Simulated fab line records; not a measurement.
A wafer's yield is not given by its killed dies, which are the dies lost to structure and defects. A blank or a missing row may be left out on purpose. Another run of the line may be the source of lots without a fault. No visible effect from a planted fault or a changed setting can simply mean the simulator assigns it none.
fab line records | flow gf180mcu | part 1 of 2: steps 1 to 24 of 33
record: lots: 5 | wafers: 15 | last_day: 34
route steps=602 shown V1@350 M2@362 V2@382
lots that met no fault: from a run of the same line without faults
start_h: hours from the record's opening day to when the first of the lot's shown wafers began | wait_h: hours elapsed since this lot's preceding step | " same as the row above | L1.1+2: a row that stands for several wafers | - either no value or no given start | * or withheld: withheld | < > ~ a bound
route shown NAME@n: NAME is a module with steps in the file, n the number in the route of the first one | usual: mean/standard deviation of fault-free wafers | same: alike in all rows | chamber/n: place in a boat | sites: the reading at each site | _std_site: the values' standard deviation | _edge_site: inner sites' mean taken away from outer sites' mean | radius_mm: for every site, how far away it sits from the centre of the wafer | mask NAME#n: copy n | behind: the most recent tool/chamber to have shaped the wafer | hold: why the lot was held/for how many hours/how that ended | device: the n, p or np transistor that did not switch | end of line: at the end of the route, the tests of the same wafers | a step with no rows: only its recipe | killed: dies lost to structure and defects at the first sort, not the wafer's yield | map: a wafer's dies, marking killed ones x, the rest . and places with no die _
set.NAME: setting as actually run; set.NAME@STEP: the setting as run at that earlier step | model.NAME: the simulator's own value behind a step, which no gauge read
lots at some steps of the route; a table a step, a row a wafer
services: a tool's chamber out of use, with start hour (start_h, from the record's first day; less than 0 if before it), hours out, and reason
== steps ==
step: GF_V1_OVL_MEAS_15
usual: V1_OVL: 0/5.6
lot.wafer | tool       | chamber | start_h | wait_h | V1_OVL[nm]
L076.2    | overlay-01 | -       | 431.58  | 0.1    | 0
L076.4    | "          | -       | "       | "      | -7
L076.5    | "          | -       | "       | "      | -4
L082.1    | overlay-02 | -       | 488.36  | 0.1    | -4
L082.2    | "          | -       | "       | "      | -1
L082.4    | "          | -       | "       | "      | -2
L091.1    | overlay-02 | -       | 567.85  | 0.1    | 0
L091.4    | "          | -       | "       | "      | -4
L091.6    | "          | -       | "       | "      | 4
L093.1    | overlay-01 | -       | 576.00  | 0.1    | 16
L093.5    | "          | -       | "       | "      | 12
L093.6    | "          | -       | "       | "      | 4
L095.1    | overlay-02 | -       | 593.01  | 0.1    | 4
L095.3    | "          | -       | "       | "      | 10
L095.6    | "          | -       | "       | "      | 3
step: GF_V1_ETCH_16
recipe: chemistry: N2/H2 | target_depth_a: withheld | overetch_a: withheld | time_s: withheld | target: BARC | ion_energy_ev: 200 | source_w: 500 | bias_w: 100 | pressure_mtorr: 30 | n2_flow_sccm: 100 | h2_flow_sccm: 200
usual: chamber_pressure_mTorr: 30.002/0.029 | drypump_motor_current_A: 5.8/0.37 | n2_flow_sccm: 100.04/0.28 | oes_product_au: 0.854/0.0049 | throttle_valve_pct: 13.224/0.0089
lot.wafer | tool        | chamber | start_h | wait_h | chamber_pressure_mTorr | drypump_motor_current_A | n2_flow_sccm | oes_product_au | throttle_valve_pct
L076.2    | rie_diel-01 | 2       | 431.61  | 0.0    | 29.986                 | 5.4                     | 99.76        | 0.857          | 13.235
L076.4    | "           | 1       | "       | "      | 29.991                 | 5.2                     | 100.07       | 0.857          | 13.235
L076.5    | "           | 3       | "       | "      | 30.009                 | 5.3                     | 100.04       | 0.856          | 13.222
L082.1    | rie_diel-01 | 2       | 488.39  | 0.0    | 29.969                 | 5.3                     | 100.45       | 0.852          | 13.234
L082.2    | "           | 0       | "       | "      | 29.972                 | 6.6                     | 100.06       | 0.848          | 13.223
L082.4    | "           | 3       | "       | "      | 30.035                 | 5.3                     | 100.20       | 0.855          | 13.221
L091.1    | rie_diel-01 | 2       | 567.89  | 0.0    | 29.979                 | 5.3                     | 100.18       | 0.856          | 13.228
L091.4    | "           | 3       | "       | "      | 29.994                 | 5.3                     | 99.94        | 0.858          | 13.223
L091.6    | "           | 1       | "       | "      | 30.030                 | 5.2                     | 100.46       | 0.855          | 13.206
L093.1    | rie_diel-04 | 0       | 576.04  | 0.0    | 29.978                 | 5.8                     | 100.20       | 0.848          | 13.224
L093.5    | "           | 2       | "       | "      | 29.934                 | 5.7                     | 100.12       | 0.860          | 13.219
L093.6    | "           | 1       | "       | "      | 29.999                 | 6.3                     | 100.34       | 0.851          | 13.234
L095.1    | rie_diel-02 | 2       | 593.05  | 0.0    | 29.990                 | 5.5                     | 100.37       | 0.858          | 13.216
L095.3    | "           | 3       | "       | "      | 29.998                 | 6.1                     | 99.84        | 0.847          | 13.240
L095.6    | "           | 1       | "       | "      | 29.993                 | 6.0                     | 100.40       | 0.846          | 13.215
step: GF_V1_ETCH_17
recipe: chemistry: C4F8/O2/Ar | mask_material: KrF | target: SiO2 | stop_on: TiN | source_w: 1500 | bias_w: 1200 | pressure_mtorr: 40 | c4f8_flow_sccm: withheld | O2_flow_sccm: 6 | Ar_flow_sccm: 300 | time_s: withheld | target_depth_a: 6300
usual: chamber_pressure_mTorr: 40.00/0.036 | oes_product_au: 0.856/0.0042
lot.wafer | tool        | chamber | start_h | wait_h | chamber_pressure_mTorr | oes_product_au
L076.2    | rie_diel-01 | 2       | -       | -      | 40.04                  | 0.855
L076.4    | "           | 1       | "       | "      | 40.01                  | 0.854
L076.5    | "           | 3       | "       | "      | 40.01                  | 0.862
L082.1    | rie_diel-01 | 2       | -       | -      | 39.96                  | 0.856
L082.2    | "           | 0       | "       | "      | 40.01                  | 0.858
L082.4    | "           | 3       | "       | "      | 39.95                  | 0.853
L091.1    | rie_diel-01 | 2       | -       | -      | 39.99                  | 0.853
L091.4    | "           | 3       | "       | "      | 40.00                  | 0.855
L091.6    | "           | 1       | "       | "      | 40.06                  | 0.853
L093.1    | rie_diel-04 | 0       | -       | -      | 40.00                  | 0.862
L093.5    | "           | 2       | "       | "      | 40.03                  | 0.847
L093.6    | "           | 1       | "       | "      | 40.00                  | 0.857
L095.1    | rie_diel-02 | 2       | -       | -      | 40.07                  | 0.855
L095.3    | "           | 3       | "       | "      | 40.02                  | 0.856
L095.6    | "           | 1       | "       | "      | 39.95                  | 0.849
step: GF_V1_STRIP_18
recipe: chemistry: O2/N2 | power_w: 1400 | pressure_mtorr: 1433 | platen_temp_c: 250 | o2_flow_sccm: 3000 | n2_flow_sccm: 300 | overash_fraction: 0.5
usual: chamber_pressure_mTorr: 1433.0/1.3 | drypump_motor_current_A: 5.8/0.56 | heater_power_w: 306/17 | n2_flow_sccm: 299.9/0.94 | o2_flow_sccm: 3000/9.3 | oes_product_au: 0.593/0.0048
same: overash_fraction: 0.5
lot.wafer | tool            | chamber | start_h | wait_h | chamber_pressure_mTorr | drypump_motor_current_A | heater_power_w | n2_flow_sccm | o2_flow_sccm | oes_product_au | rf_hours_counter_h
L076.2    | plasma_asher-04 | 1       | 431.74  | -      | 1433.3                 | 5.2                     | 308            | 300.3        | 3015         | 0.585          | 66
L076.4    | "               | 0       | "       | "      | 1434.9                 | 6.0                     | 323            | 299.0        | 2987         | 0.591          | -
L076.5    | "               | 1       | "       | "      | 1434.0                 | 5.2                     | 292            | 300.9        | 3007         | 0.593          | -
L082.1    | plasma_asher-02 | 1       | 488.52  | -      | 1433.8                 | 5.9                     | 299            | 298.4        | 3006         | 0.587          | 85
L082.2    | "               | 0       | "       | "      | 1434.2                 | 6.4                     | 328            | 300.6        | 2998         | 0.600          | 85
L082.4    | "               | 0       | "       | "      | 1430.7                 | 6.4                     | 330            | 301.5        | 2993         | 0.587          | -
L091.1    | plasma_asher-03 | 0       | 568.02  | -      | 1433.7                 | 6.5                     | 308            | 301.4        | 3012         | 0.598          | 12
L091.4    | "               | 1       | "       | "      | 1431.0                 | 4.9                     | 281            | 300.3        | 3002         | 0.592          | -
L091.6    | "               | 0       | "       | "      | 1434.2                 | 6.5                     | 304            | 299.6        | 2995         | 0.596          | -
L093.1    | plasma_asher-04 | 0       | 576.17  | -      | 1433.5                 | 6.0                     | 324            | 299.8        | 2991         | 0.589          | 82
L093.5    | "               | 0       | "       | "      | 1434.3                 | 6.0                     | 330            | 299.5        | 2991         | 0.596          | -
L093.6    | "               | 1       | "       | "      | 1431.0                 | 5.2                     | 299            | 299.3        | 2987         | 0.593          | -
L095.1    | plasma_asher-03 | 1       | 593.18  | -      | 1431.8                 | 4.9                     | 285            | 301.2        | 3001         | 0.588          | 14
L095.3    | "               | 1       | "       | "      | 1433.7                 | 4.9                     | 273            | 300.3        | 3009         | 0.599          | -
L095.6    | "               | 0       | "       | "      | 1434.4                 | 6.5                     | 306            | 300.0        | 2996         | 0.589          | -
step: GF_V1_STRIP_19
recipe: chemistry: post_etch_residue_remover | time_s: 1200 | temp_c: 72.5
usual: temp_c: 72.49/0.11
lot.wafer | tool         | chamber | start_h | wait_h | temp_c
L076.2    | wet_bench-02 | 2       | 431.84  | 0.1    | 72.33
L076.4    | "            | 2       | "       | "      | 72.37
L076.5    | "            | 2       | "       | "      | 72.47
L082.1    | wet_bench-03 | 0       | 488.62  | 0.1    | 72.44
L082.2    | "            | 0       | "       | "      | 72.41
L082.4    | "            | 0       | "       | "      | 72.46
L091.1    | wet_bench-02 | 1       | 568.12  | 0.1    | 72.71
L091.4    | "            | 1       | "       | "      | 72.81
L091.6    | "            | 1       | "       | "      | 72.54
L093.1    | wet_bench-04 | 2       | 576.27  | 0.1    | 72.28
L093.5    | "            | 2       | "       | "      | 72.50
L093.6    | "            | 2       | "       | "      | 72.48
L095.1    | wet_bench-04 | 1       | 593.28  | 0.1    | 72.58
L095.3    | "            | 1       | "       | "      | 72.42
L095.6    | "            | 1       | "       | "      | 72.48
step: GF_V1_CLEAN_20
recipe: chemistry: DIW | dry: n2_spin
lot.wafer  | tool         | chamber | start_h | wait_h
L076.2+4+5 | wet_bench-04 | 0       | 432.18  | 0.0
L082.1+2+4 | wet_bench-04 | 3       | 488.97  | 0.0
L091.1+4+6 | wet_bench-04 | 3       | 568.46  | 0.0
L093.1+5+6 | wet_bench-02 | 1       | 576.61  | 0.0
L095.1+3+6 | wet_bench-02 | 1       | 593.62  | 0.0
step: GF_V1_SPUTTER_21
recipe: material: Ti | target_thk_nm: 15 | chamber_pressure_pa: 5 | power_w: 2500 | substrate_temp_c: 200 | time_s: 80.02
usual: cathode_dc_power_W: 2500.0/0.47 | throttle_valve_pct: 30.0/1
lot.wafer | tool           | chamber | start_h | wait_h | cathode_dc_power_W | throttle_valve_pct
L076.2    | pvd_sputter-01 | -       | 432.27  | 0.0    | 2499.8             | 29.1
L076.4    | "              | -       | "       | "      | 2499.1             | 29.3
L076.5    | "              | -       | "       | "      | 2499.9             | 29.5
L082.1    | pvd_sputter-03 | -       | 489.06  | 0.0    | 2500.0             | 31.6
L082.2    | "              | -       | "       | "      | 2500.6             | 30.9
L082.4    | "              | -       | "       | "      | 2499.3             | 31.7
L091.1    | pvd_sputter-04 | -       | 568.55  | 0.0    | 2500.6             | 27.7
L091.4    | "              | -       | "       | "      | 2500.4             | 29.5
L091.6    | "              | -       | "       | "      | 2499.2             | 30.7
L093.1    | pvd_sputter-03 | -       | 576.70  | 0.0    | 2500.3             | 31.4
L093.5    | "              | -       | "       | "      | 2500.2             | 29.5
L093.6    | "              | -       | "       | "      | 2499.1             | 30.8
L095.1    | pvd_sputter-04 | -       | 593.71  | 0.0    | 2500.2             | 31.0
L095.3    | "              | -       | "       | "      | 2500.3             | 30.3
L095.6    | "              | -       | "       | "      | 2500.3             | 27.6
step: GF_V1_SPUTTER_22
recipe: material: TiN | target_thk_nm: 10 | chamber_pressure_pa: 5 | power_w: 4000 | time_s: 40
usual: cathode_dc_power_W: 4000.0/0.75 | throttle_valve_pct: 30.1/1
lot.wafer | tool           | chamber | start_h | wait_h | cathode_dc_power_W | throttle_valve_pct
L076.2    | pvd_sputter-01 | -       | 432.33  | 0.0    | 4000.3             | 29.3
L076.4    | "              | -       | "       | "      | 4000.2             | 29.3
L076.5    | "              | -       | "       | "      | 4000.7             | 29.6
L082.1    | pvd_sputter-03 | -       | 489.12  | 0.0    | 4001.0             | 31.9
L082.2    | "              | -       | "       | "      | 4001.2             | 30.4
L082.4    | "              | -       | "       | "      | 3998.7             | 31.4
L091.1    | pvd_sputter-04 | -       | 568.61  | 0.0    | 3998.7             | 27.6
L091.4    | "              | -       | "       | "      | 4000.3             | 29.4
L091.6    | "              | -       | "       | "      | 3999.4             | 30.6
L093.1    | pvd_sputter-03 | -       | 576.76  | 0.0    | 4000.4             | 31.5
L093.5    | "              | -       | "       | "      | 3999.3             | 29.8
L093.6    | "              | -       | "       | "      | 4000.3             | 30.6
L095.1    | pvd_sputter-04 | -       | 593.77  | 0.0    | 3998.4             | 30.8
L095.3    | "              | -       | "       | "      | 4000.2             | 30.6
L095.6    | "              | -       | "       | "      | 4000.0             | 27.8
step: GF_V1_CVD_23
recipe: material: W | target_thk_nm: 350 | time_s: 105.05 | temp_c: 400 | pressure_torr: 40
usual: heater_power_w: 782/65
lot.wafer | tool     | chamber | start_h | wait_h | heater_power_w
L076.2    | cvd_w-02 | 1       | 432.37  | 0.0    | 854
L076.4    | "        | 0       | "       | "      | 696
L076.5    | "        | 0       | "       | "      | 668
L082.1    | cvd_w-02 | 0       | 489.16  | 0.0    | 683
L082.2    | "        | 1       | "       | "      | 883
L082.4    | "        | 0       | "       | "      | 683
L091.1    | cvd_w-01 | 1       | 568.65  | 0.0    | 762
L091.4    | "        | 0       | "       | "      | 796
L091.6    | "        | 1       | "       | "      | 784
L093.1    | cvd_w-02 | 1       | 576.80  | 0.0    | 874
L093.5    | "        | 0       | "       | "      | 683
L093.6    | "        | 1       | "       | "      | 875
L095.1    | cvd_w-01 | 0       | 593.81  | 0.0    | 805
L095.3    | "        | 0       | "       | "      | 812
L095.6    | "        | 1       | "       | "      | 795
step: GF_V1_RS_MEAS_24
recipe: thk_meas_gauge: four-point-probe | reads: W_of_V1_CVD_23+TiN_of_V1_SPUTTER_22+Ti_of_V1_SPUTTER_21
usual: V1_W_RS: 0.330/0.0045
lot.wafer | tool          | chamber | start_h | wait_h | V1_W_RS[ohm/sq]
L076.2    | film_metro-04 | -       | 432.50  | 0.1    | 0.325
L076.4    | "             | -       | "       | "      | 0.339
L076.5    | "             | -       | "       | "      | 0.333
L082.1    | film_metro-01 | -       | 489.27  | 0.1    | 0.331
L082.2    | "             | -       | "       | "      | 0.327
L082.4    | "             | -       | "       | "      | 0.330
L091.1    | film_metro-04 | -       | 568.77  | 0.1    | 0.327
L091.4    | "             | -       | "       | "      | 0.329
L091.6    | "             | -       | "       | "      | 0.328
L093.1    | film_metro-01 | -       | 576.92  | 0.1    | 0.338
L093.5    | "             | -       | "       | "      | 0.337
L093.6    | "             | -       | "       | "      | 0.337
L095.1    | film_metro-02 | -       | 593.92  | 0.1    | 0.331
L095.3    | "             | -       | "       | "      | 0.330
L095.6    | "             | -       | "       | "      | 0.328
step: GF_V1_THK_MEAS_25
recipe: thk_meas_gauge: xrf | reads: W_of_V1_CVD_23
usual: V1_W_THK: 360/5.8
lot.wafer | tool          | chamber | start_h | wait_h | V1_W_THK[nm]
L076.2    | film_metro-04 | -       | 432.61  | 0.1    | 365
L076.4    | "             | -       | "       | "      | 353
L076.5    | "             | -       | "       | "      | 357
L082.1    | film_metro-01 | -       | 489.39  | 0.1    | 356
L082.2    | "             | -       | "       | "      | 361
L082.4    | "             | -       | "       | "      | 357
L091.1    | film_metro-04 | -       | 568.89  | 0.1    | 365
L091.4    | "             | -       | "       | "      | 368
L091.6    | "             | -       | "       | "      | 363
L093.1    | film_metro-01 | -       | 577.04  | 0.1    | 352
L093.5    | "             | -       | "       | "      | 349
L093.6    | "             | -       | "       | "      | 351
L095.1    | film_metro-02 | -       | 594.04  | 0.1    | 358
L095.3    | "             | -       | "       | "      | 362
L095.6    | "             | -       | "       | "      | 362
step: GF_V1_CMP_26
recipe: stop_on: SiO2 | down_force_psi: 3.5 | platen_rpm: 60 | t_overpolish_s: 15 | target_thk_nm: 0 | pad_velocity_m_s: 0.94248
usual: motor_current_A: 11.4/1 | overpolish_run_s: 14.999/0.009 | time_to_endpoint_s: 86/3.2
lot.wafer | tool   | chamber | start_h | wait_h | motor_current_A | overpolish_run_s | time_to_endpoint_s
L076.4    | cmp-01 | 1       | 432.66  | 0.0    | 11.2            | 15.004           | 79
L076.2    | "      | 2       | "       | "      | 9.9             | 15.007           | 83
L076.5    | "      | 1       | "       | "      | 11.9            | 14.996           | 79
L082.2    | cmp-02 | 2       | 489.72  | 0.3    | 13.5            | 15.003           | 82
L082.1    | "      | 3       | "       | "      | 11.6            | 15.006           | 86
L082.4    | "      | 0       | "       | "      | 11.3            | 15.010           | 85
L091.4    | cmp-02 | 0       | 569.00  | 0.1    | 11.6            | 14.993           | 83
L091.1    | "      | 2       | "       | "      | 13.9            | 15.001           | 86
L091.6    | "      | 3       | "       | "      | 11.0            | 14.999           | 89
L093.1    | cmp-02 | 3       | 577.20  | 0.1    | 11.3            | 14.980           | 84
L093.5    | "      | 1       | "       | "      | 10.8            | 15.004           | 85
L093.6    | "      | 2       | "       | "      | 14.4            | 15.000           | 83
L095.1    | cmp-02 | 3       | 594.10  | 0.1    | 11.3            | 14.996           | 85
L095.3    | "      | 1       | "       | "      | 11.4            | 14.995           | 88
L095.6    | "      | 3       | "       | "      | 10.7            | 14.984           | 89
step: GF_M2_SPUTTER_00
recipe: material: Ti | target_thk_nm: 37.5 | arriving_ion_energy_ev: 80 | substrate_temp_c: 200 | chamber_pressure_pa: 2 | power_w: 4000 | time_s: 150
usual: cathode_dc_power_W: 4000.0/0.66 | throttle_valve_pct: 30.1/0.83
lot.wafer | tool           | chamber | start_h | wait_h | cathode_dc_power_W | throttle_valve_pct
L076.2    | pvd_sputter-02 | -       | 432.96  | 0.2    | 4000.7             | 30.0
L076.4    | "              | -       | "       | "      | 4000.0             | 30.2
L076.5    | "              | -       | "       | "      | 3999.5             | 30.2
L082.1    | pvd_sputter-02 | -       | 490.02  | 0.2    | 4000.2             | 28.7
L082.2    | "              | -       | "       | "      | 3999.1             | 30.1
L082.4    | "              | -       | "       | "      | 3999.2             | 30.0
L091.1    | pvd_sputter-02 | -       | 569.25  | 0.1    | 4000.1             | 29.9
L091.4    | "              | -       | "       | "      | 4000.2             | 29.9
L091.6    | "              | -       | "       | "      | 4000.1             | 30.1
L093.1    | pvd_sputter-01 | -       | 577.40  | 0.1    | 4000.0             | 29.8
L093.5    | "              | -       | "       | "      | 3999.8             | 29.6
L093.6    | "              | -       | "       | "      | 4000.1             | 30.0
L095.1    | pvd_sputter-01 | -       | 594.40  | 0.2    | 4000.3             | 29.8
L095.3    | "              | -       | "       | "      | 3999.6             | 29.7
L095.6    | "              | -       | "       | "      | 4000.1             | 30.2
step: GF_M2_SPUTTER_01
recipe: material: TiN | target_thk_nm: 30 | power_w: 6500 | time_s: 25 | chamber_pressure_pa: 0.4
usual: cathode_dc_power_W: 6500.0/1.2 | throttle_valve_pct: 30.1/0.82
lot.wafer | tool           | chamber | start_h | wait_h | cathode_dc_power_W | throttle_valve_pct
L076.2    | pvd_sputter-02 | -       | 433.06  | 0.1    | 6500.0             | 30.0
L076.4    | "              | -       | "       | "      | 6500.7             | 30.2
L076.5    | "              | -       | "       | "      | 6499.6             | 30.0
L082.1    | pvd_sputter-02 | -       | 490.12  | 0.1    | 6502.4             | 28.9
L082.2    | "              | -       | "       | "      | 6499.0             | 29.8
L082.4    | "              | -       | "       | "      | 6498.8             | 30.2
L091.1    | pvd_sputter-02 | -       | 569.35  | 0.1    | 6500.4             | 29.7
L091.4    | "              | -       | "       | "      | 6501.3             | 30.4
L091.6    | "              | -       | "       | "      | 6499.6             | 30.1
L093.1    | pvd_sputter-01 | -       | 577.50  | 0.1    | 6500.9             | 29.6
L093.5    | "              | -       | "       | "      | 6499.5             | 29.5
L093.6    | "              | -       | "       | "      | 6500.7             | 30.3
L095.1    | pvd_sputter-01 | -       | 594.50  | 0.1    | 6500.3             | 29.9
L095.3    | "              | -       | "       | "      | 6499.5             | 29.7
L095.6    | "              | -       | "       | "      | 6499.3             | 29.8
step: GF_M2_SPUTTER_02
recipe: material: AlCu | target_thk_nm: 450 | power_w: 10600 | time_s: 23.9 | chamber_pressure_pa: 0.3809
usual: cathode_dc_power_W: 10600/1.8 | throttle_valve_pct: 30.1/0.83
lot.wafer | tool           | chamber | start_h | wait_h | cathode_dc_power_W | throttle_valve_pct
L076.2    | pvd_sputter-02 | -       | 433.10  | 0.0    | 10600              | 29.7
L076.4    | "              | -       | "       | "      | 10597              | 30.3
L076.5    | "              | -       | "       | "      | 10600              | 29.9
L082.1    | pvd_sputter-02 | -       | 490.15  | 0.0    | 10596              | 28.6
L082.2    | "              | -       | "       | "      | 10600              | 29.8
L082.4    | "              | -       | "       | "      | 10602              | 29.9
L091.1    | pvd_sputter-02 | -       | 569.38  | 0.0    | 10603              | 30.0
L091.4    | "              | -       | "       | "      | 10596              | 30.2
L091.6    | "              | -       | "       | "      | 10601              | 30.1
L093.1    | pvd_sputter-01 | -       | 577.53  | 0.0    | 10600              | 29.5
L093.5    | "              | -       | "       | "      | 10602              | 29.8
L093.6    | "              | -       | "       | "      | 10602              | 30.2
L095.1    | pvd_sputter-01 | -       | 594.53  | 0.0    | 10602              | 29.4
L095.3    | "              | -       | "       | "      | 10600              | 30.0
L095.6    | "              | -       | "       | "      | 10605              | 30.2
step: GF_M2_SPUTTER_03
recipe: material: Ti | target_thk_nm: 10 | substrate_temp_c: 300 | chamber_pressure_pa: 0.3 | power_w: 3000 | time_s: 6.7
usual: cathode_dc_power_W: 3000.1/0.53 | throttle_valve_pct: 30.1/0.83
lot.wafer | tool           | chamber | start_h | wait_h | cathode_dc_power_W | throttle_valve_pct
L076.2    | pvd_sputter-02 | -       | 433.13  | 0.0    | 3000.2             | 29.4
L076.4    | "              | -       | "       | "      | 3000.4             | 30.4
L076.5    | "              | -       | "       | "      | 3000.5             | 30.1
L082.1    | pvd_sputter-02 | -       | 490.18  | 0.0    | 3000.5             | 28.8
L082.2    | "              | -       | "       | "      | 2999.7             | 29.8
L082.4    | "              | -       | "       | "      | 2999.6             | 30.1
L091.1    | pvd_sputter-02 | -       | 569.41  | 0.0    | 3000.3             | 29.7
L091.4    | "              | -       | "       | "      | 2999.0             | 30.2
L091.6    | "              | -       | "       | "      | 2999.5             | 30.0
L093.1    | pvd_sputter-01 | -       | 577.56  | 0.0    | 3000.0             | 29.5
L093.5    | "              | -       | "       | "      | 3000.0             | 29.7
L093.6    | "              | -       | "       | "      | 2999.9             | 29.9
L095.1    | pvd_sputter-01 | -       | 594.56  | 0.0    | 2999.6             | 29.7
L095.3    | "              | -       | "       | "      | 2999.6             | 29.8
L095.6    | "              | -       | "       | "      | 3000.0             | 30.1
step: GF_M2_SPUTTER_04
recipe: material: TiN | target_thk_nm: 50 | power_w: 6500 | time_s: 41.7 | chamber_pressure_pa: 0.4
usual: cathode_dc_power_W: 6499.9/1.1 | throttle_valve_pct: 30.1/0.83
lot.wafer | tool           | chamber | start_h | wait_h | cathode_dc_power_W | throttle_valve_pct
L076.2    | pvd_sputter-02 | -       | 433.15  | 0.0    | 6500.6             | 30.0
L076.4    | "              | -       | "       | "      | 6501.1             | 30.3
L076.5    | "              | -       | "       | "      | 6499.3             | 30.5
L082.1    | pvd_sputter-02 | -       | 490.20  | 0.0    | 6501.2             | 28.9
L082.2    | "              | -       | "       | "      | 6499.8             | 30.1
L082.4    | "              | -       | "       | "      | 6501.2             | 30.1
L091.1    | pvd_sputter-02 | -       | 569.43  | 0.0    | 6499.1             | 29.6
L091.4    | "              | -       | "       | "      | 6501.0             | 30.2
L091.6    | "              | -       | "       | "      | 6498.3             | 30.2
L093.1    | pvd_sputter-01 | -       | 577.58  | 0.0    | 6498.8             | 29.9
L093.5    | "              | -       | "       | "      | 6501.0             | 29.6
L093.6    | "              | -       | "       | "      | 6500.1             | 30.2
L095.1    | pvd_sputter-01 | -       | 594.58  | 0.0    | 6499.7             | 29.6
L095.3    | "              | -       | "       | "      | 6500.5             | 29.8
L095.6    | "              | -       | "       | "      | 6500.3             | 30.4
step: GF_M2_RS_MEAS_05
recipe: thk_meas_gauge: four-point-probe | reads: TiN_of_M2_SPUTTER_04+Ti_of_M2_SPUTTER_03+AlCu_of_M2_SPUTTER_02+TiN_of_M2_SPUTTER_01+Ti_of_M2_SPUTTER_00
usual: M2_ALCU_RS: 0.0687/0.00084
lot.wafer | tool          | chamber | start_h | wait_h | M2_ALCU_RS[ohm/sq]
L076.2    | film_metro-04 | -       | 433.21  | 0.0    | 0.0683
L076.4    | "             | -       | "       | "      | 0.0686
L076.5    | "             | -       | "       | "      | 0.0685
L082.1    | film_metro-01 | -       | 490.24  | 0.0    | 0.0689
L082.2    | "             | -       | "       | "      | 0.0682
L082.4    | "             | -       | "       | "      | 0.0692
L091.1    | film_metro-04 | -       | 569.47  | 0.0    | 0.0692
L091.4    | "             | -       | "       | "      | 0.0682
L091.6    | "             | -       | "       | "      | 0.0697
L093.1    | film_metro-03 | -       | 577.62  | 0.0    | 0.0689
L093.5    | "             | -       | "       | "      | 0.0689
L093.6    | "             | -       | "       | "      | 0.0677
L095.1    | film_metro-01 | -       | 594.62  | 0.0    | 0.0697
L095.3    | "             | -       | "       | "      | 0.0694
L095.6    | "             | -       | "       | "      | 0.0677
step: GF_M2_THK_MEAS_06
recipe: thk_meas_gauge: xrf | reads: AlCu_of_M2_SPUTTER_02
usual: M2_ALCU_THK: 444/6.2
lot.wafer | tool          | chamber | start_h | wait_h | M2_ALCU_THK[nm]
L076.2    | film_metro-04 | -       | 433.32  | 0.1    | 444
L076.4    | "             | -       | "       | "      | 443
L076.5    | "             | -       | "       | "      | 443
L082.1    | film_metro-01 | -       | 490.36  | 0.1    | 442
L082.2    | "             | -       | "       | "      | 448
L082.4    | "             | -       | "       | "      | 439
L091.1    | film_metro-04 | -       | 569.59  | 0.1    | 437
L091.4    | "             | -       | "       | "      | 443
L091.6    | "             | -       | "       | "      | 432
L093.1    | film_metro-03 | -       | 577.74  | 0.1    | 448
L093.5    | "             | -       | "       | "      | 448
L093.6    | "             | -       | "       | "      | 456
L095.1    | film_metro-01 | -       | 594.74  | 0.1    | 438
L095.3    | "             | -       | "       | "      | 438
L095.6    | "             | -       | "       | "      | 452
step: GF_M2_DEHYDRATE_07
recipe: temp_c: 200 | time_s: 60
lot.wafer  | tool           | chamber | start_h | wait_h
L076.2+4+5 | litho_track-03 | 0       | 445.06  | 11.7
L082.1+2+4 | litho_track-03 | 0       | 501.19  | 10.8
L091.1+4+6 | litho_track-03 | 0       | 579.44  | 9.8
L093.1+5+6 | litho_track-01 | 0       | 588.57  | 10.8
L095.1+3+6 | litho_track-03 | 0       | 604.34  | 9.6
step: GF_M2_HMDS_08
recipe: prime_time_s: 60 | prime_temp_c: 120
lot.wafer  | tool           | chamber | start_h | wait_h
L076.2+4+5 | litho_track-03 | 0       | 445.21  | 0.1
L082.1+2+4 | litho_track-03 | 0       | 501.34  | 0.1
L091.1+4+6 | litho_track-03 | 0       | 579.59  | 0.1
L093.1+5+6 | litho_track-01 | 0       | 588.72  | 0.1
L095.1+3+6 | litho_track-03 | 0       | 604.49  | 0.1
step: GF_M2_COAT_09
recipe: resist: KrF | spin_rpm: withheld | resist_thk_nm: 1000
lot.wafer  | tool           | chamber | start_h | wait_h
L076.2+4+5 | litho_track-03 | 0       | 445.36  | 0.1
L082.1+2+4 | litho_track-03 | 0       | 501.49  | 0.1
L091.1+4+6 | litho_track-03 | 0       | 579.74  | 0.1
L093.1+5+6 | litho_track-01 | 0       | 588.87  | 0.1
L095.1+3+6 | litho_track-03 | 0       | 604.64  | 0.1
step: GF_M2_SOFTBAKE_10
recipe: temp_c: 130 | time_s: 60 | resist: KrF
lot.wafer  | tool           | chamber | start_h | wait_h
L076.2+4+5 | litho_track-03 | 0       | 445.51  | 0.1
L082.1+2+4 | litho_track-03 | 0       | 501.64  | 0.1
L091.1+4+6 | litho_track-03 | 0       | 579.89  | 0.1
L093.1+5+6 | litho_track-01 | 0       | 589.02  | 0.1
L095.1+3+6 | litho_track-03 | 0       | 604.79  | 0.1
step: GF_M2_EXPOSE_11
recipe: mask_id: Metal2 | target_cd_nm: 280 | na: 0.68 | source_shape: conventional | sigma_outer: 0.6 | dose_mj: 28
usual: reticle_temp_C: 23.01/0.11
lot.wafer | tool           | chamber | start_h | wait_h | mask     | reticle_temp_C
L076.2    | krf_scanner-02 | 0       | -       | -      | Metal2#0 | 23.05
L076.4    | "              | 0       | "       | "      | Metal2#0 | 23.06
L076.5    | "              | 0       | "       | "      | Metal2#0 | 22.96
L082.1    | krf_scanner-02 | 0       | -       | -      | Metal2#0 | 23.03
L082.2    | "              | 0       | "       | "      | Metal2#0 | 22.93
L082.4    | "              | 0       | "       | "      | Metal2#0 | 22.97
L091.1    | krf_scanner-01 | 0       | -       | -      | Metal2#0 | 23.18
L091.4    | "              | 0       | "       | "      | Metal2#0 | 23.15
L091.6    | "              | 0       | "       | "      | Metal2#0 | 23.15
L093.1    | krf_scanner-01 | 0       | -       | -      | Metal2#0 | 23.01
L093.5    | "              | 0       | "       | "      | Metal2#0 | 22.95
L093.6    | "              | 0       | "       | "      | Metal2#0 | 22.95
L095.1    | krf_scanner-02 | 0       | -       | -      | Metal2#0 | 22.96
L095.3    | "              | 0       | "       | "      | Metal2#0 | 22.83
L095.6    | "              | 0       | "       | "      | Metal2#0 | 22.82
